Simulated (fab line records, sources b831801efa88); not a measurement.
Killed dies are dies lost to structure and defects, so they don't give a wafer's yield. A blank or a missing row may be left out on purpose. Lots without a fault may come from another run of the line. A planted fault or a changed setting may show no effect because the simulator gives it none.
Which tool did it? | flow gf180mcu | 13 lots, 39 wafers sampled, at 5 steps of a route of 602

WHAT THE GAUGES READ, wafer by wafer
GF_MVPSD_OVL_MEAS_07.
lot  | measured     | on         | MVPSD_OVL (nm)
L531 | day 5 06:32  | overlay-02 | 1.2 1.1 3.4
L532 | day 5 13:50  | overlay-01 | -2.9 -3.4 -0.6
L533 | day 5 19:26  | overlay-01 | 0.7 -0.5 -2.3
L535 | day 6 08:18  | overlay-01 | 2.7 0.7 2.7
L536 | day 6 11:50  | overlay-01 | -0.3 1.2 1.0
L537 | day 6 19:05  | overlay-01 | -1.3 -0.1 -0.8
L538 | day 6 23:53  | overlay-02 | 2.2 -1.6 1.8
L539 | day 7 05:47  | overlay-01 | 1.1 0.4 1.1
L546 | day 9 01:41  | overlay-02 | 1.8 1.1 1.3
L547 | day 9 06:05  | overlay-02 | 0.7 1.7 2.6
L548 | day 9 10:38  | overlay-01 | 1.0 1.2 0.8
L551 | day 10 07:14 | overlay-01 | 0.3 0.0 -0.7
L553 | day 10 16:41 | overlay-02 | -3.3 0.2 0.3

GF_HV_LDD_OVL_MEAS_08.
lot  | measured     | on         | HV_LDD_OVL (nm)
L531 | day 10 07:51 | overlay-01 | -4.0 -2.8 -3.9
L532 | day 10 15:01 | overlay-01 | -0.8 -1.3 -0.9
L533 | day 11 01:12 | overlay-02 | -2.4 0.3 -1.5
L535 | day 11 14:21 | overlay-02 | 0.6 1.0 -0.5
L536 | day 11 16:59 | overlay-01 | -2.8 -3.8 -2.9
L537 | day 12 02:09 | overlay-01 | -0.6 -1.1 0.1
L538 | day 12 06:13 | overlay-02 | -1.3 -0.4 0.0
L539 | day 12 18:10 | overlay-02 | 1.0 0.1 0.4
L546 | day 14 23:48 | overlay-01 | 0.7 1.4 0.2
L547 | day 15 06:33 | overlay-02 | -0.6 0.3 0.0
L548 | day 15 14:00 | overlay-02 | -1.9 -2.8 -1.4
L551 | day 16 17:42 | overlay-01 | -1.4 -2.2 -1.3
L553 | day 17 02:53 | overlay-02 | 0.6 0.9 -0.7

GF_SAB_OVL_MEAS_10.
lot  | measured     | on         | SAB_OVL (nm)
L531 | day 15 10:21 | overlay-01 | 0.5 0.8 0.2
L532 | day 15 17:21 | overlay-02 | 0.3 0.2 -1.3
L533 | day 16 07:01 | overlay-02 | -2.8 -1.0 -0.7
L535 | day 16 23:52 | overlay-02 | -0.7 -1.5 0.8
L536 | day 17 01:48 | overlay-01 | -0.2 1.5 1.1
L537 | day 17 13:03 | overlay-01 | -0.1 -1.1 -0.7
L538 | day 17 18:51 | overlay-02 | 1.0 1.1 -0.7
L539 | day 18 09:37 | overlay-01 | -0.1 -1.0 -0.1
L546 | day 20 21:28 | overlay-02 | -0.3 -2.4 -0.8
L547 | day 21 06:30 | overlay-02 | -1.2 -0.2 -1.8
L548 | day 21 14:13 | overlay-02 | -0.1 1.4 0.7
L551 | day 22 19:39 | overlay-02 | -2.9 0.5 -2.3
L553 | day 23 06:24 | overlay-01 | -2.2 -2.2 -0.2

WHICH TOOL RAN EACH LOT (tool, then ch and the chambers of the sampled wafers, then the start)
lot  | GF_STI_ETCH_13                    | GF_STI_STRIP_15
L531 | rie_diel-03 ch 0,2, day 2 07:22   | plasma_asher-01 ch 0,1, day 2 07:31
L532 | rie_diel-03 ch 0,1,2, day 2 13:43 | plasma_asher-03 ch 0,1, day 2 13:52
L533 | rie_diel-02 ch 0,1,3, day 2 16:34 | plasma_asher-02 ch 0,1, day 2 16:43
L535 | rie_diel-02 ch 0,2,3, day 3 03:45 | plasma_asher-03 ch 0,1, day 3 03:56
L536 | rie_diel-02 ch 0,1,2, day 3 08:40 | plasma_asher-01 ch 0,1, day 3 08:49
L537 | rie_diel-02 ch 0,2,3, day 3 12:51 | plasma_asher-01 ch 0,1, day 3 13:01
L538 | rie_diel-03 ch 1,2,3, day 3 18:21 | plasma_asher-02 ch 0,1, day 3 18:30
L539 | rie_diel-02 ch 2,3, day 4 00:13   | plasma_asher-02 ch 0,1, day 4 00:22
L546 | rie_diel-01 ch 1,3, day 5 11:16   | plasma_asher-02 ch 0,1, day 5 11:25
L547 | rie_diel-02 ch 0,1,2, day 5 17:48 | plasma_asher-01 ch 0,1, day 5 17:58
L548 | rie_diel-02 ch 2,3, day 5 22:30   | plasma_asher-02 ch 0,1, day 5 22:40
L551 | rie_diel-01 ch 0,1,3, day 6 13:51 | plasma_asher-03 ch 0,1, day 6 14:00
L553 | rie_diel-01 ch 1,2, day 6 23:19   | plasma_asher-01 ch 0,1, day 6 23:28
- GF_STI_ETCH_13: etches the open film in CHF3/O2, stops on Si, target depth 282.31 nm, time 112.9 s.
- GF_STI_STRIP_15: strips in O2/N2.

WHAT THE TOOLS THEMSELVES READ (means of the sampled wafers that have a number; where no wafer has one, the mark that the record gives instead)
GF_STI_ETCH_13.
lot  | tool        | drypump_motor_current_A (A) | oes_product_au (a.u.) | throttle_valve_pct (%)
L531 | rie_diel-03 | 5.5                         | 0.836                 | 8.812
L532 | rie_diel-03 | 5.7                         | 0.838                 | 8.815
L533 | rie_diel-02 | 5.8                         | 0.835                 | 8.814
L535 | rie_diel-02 | 5.9                         | 0.841                 | 8.819
L536 | rie_diel-02 | 5.6                         | 0.831                 | 8.811
L537 | rie_diel-02 | 5.9                         | 0.836                 | 8.807
L538 | rie_diel-03 | 5.6                         | 0.833                 | 8.814
L539 | rie_diel-02 | 5.6                         | 0.842                 | 8.815
L546 | rie_diel-01 | 6.2                         | 0.823                 | 8.807
L547 | rie_diel-02 | 5.6                         | 0.840                 | 8.808
L548 | rie_diel-02 | 5.8                         | 0.836                 | 8.818
L551 | rie_diel-01 | 6.4                         | 0.834                 | 8.806
L553 | rie_diel-01 | 6.1                         | 0.831                 | 8.813

GF_STI_STRIP_15.
lot  | tool            | drypump_motor_current_A (A) | heater_power_w (W) | oes_product_au (a.u.) | strip_time_to_endpoint_s (s)
L531 | plasma_asher-01 | 5.80                        | 336                | 0.382                 | 3.72
L532 | plasma_asher-03 | 5.72                        | 323                | 0.383                 | 3.68
L533 | plasma_asher-02 | 5.60                        | 313                | 0.384                 | 3.72
L535 | plasma_asher-03 | 5.44                        | 336                | 0.381                 | 3.65
L536 | plasma_asher-01 | 5.68                        | 350                | 0.385                 | 3.74
L537 | plasma_asher-01 | 5.79                        | 334                | 0.385                 | 3.69
L538 | plasma_asher-02 | 5.59                        | 314                | 0.382                 | 3.71
L539 | plasma_asher-02 | 5.59                        | 312                | 0.387                 | 3.70
L546 | plasma_asher-02 | 5.58                        | 310                | 0.384                 | 3.71
L547 | plasma_asher-01 | 5.66                        | 348                | 0.325                 | 2.20
L548 | plasma_asher-02 | 5.58                        | 315                | 0.319                 | 2.21
L551 | plasma_asher-03 | 5.44                        | 331                | 0.385                 | 3.75
L553 | plasma_asher-01 | 5.75                        | 338                | 0.389                 | 3.72

THE ANSWER, worked out from the rows above alone
Rule: what is usual is taken from the lots themselves. Put in order of their means at a reading, lots are off if they are a third of the lots or fewer, leave a main group of 4 or more, and stand apart from it by a gap of 3 or more times the standard deviation of the main group's means; of several such gaps the widest counts. A main group whose means are all the same, to the digits that the tables above print for the reading, isn't used. A lot without any number at a reading at which 4 lots or more have one is off too. The other lots that the step has rows for count as sound. The gauges are gone through in route order, then the tools' own readings, and for those a lot's mean is taken as printed above. The first step at which some lot is off is used, and at that step the reading that is off furthest; a lot without a number counts as furthest.
Off: L547, L548, at GF_STI_STRIP_15 (strip_time_to_endpoint_s). The main group: mean 3.71 s, standard deviation 0.027.
A tool fits if, at that step or a process step before it, it ran every lot that is off, and no sound lot after the first of them. One fits: rie_diel-02 at GF_STI_ETCH_13. Its last sound lot is L539 (day 4 00:13), its first lot that is off L547 (day 5 17:48): a fault that began between those two fits.

WHAT THE SIMULATOR HAD PUT IN
Process parameter drift: rie_diel-02, from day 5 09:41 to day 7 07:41, at GF_STI_ETCH_13. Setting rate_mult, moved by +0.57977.
Lots struck among those shown: L547, L548. The rule above found the same.
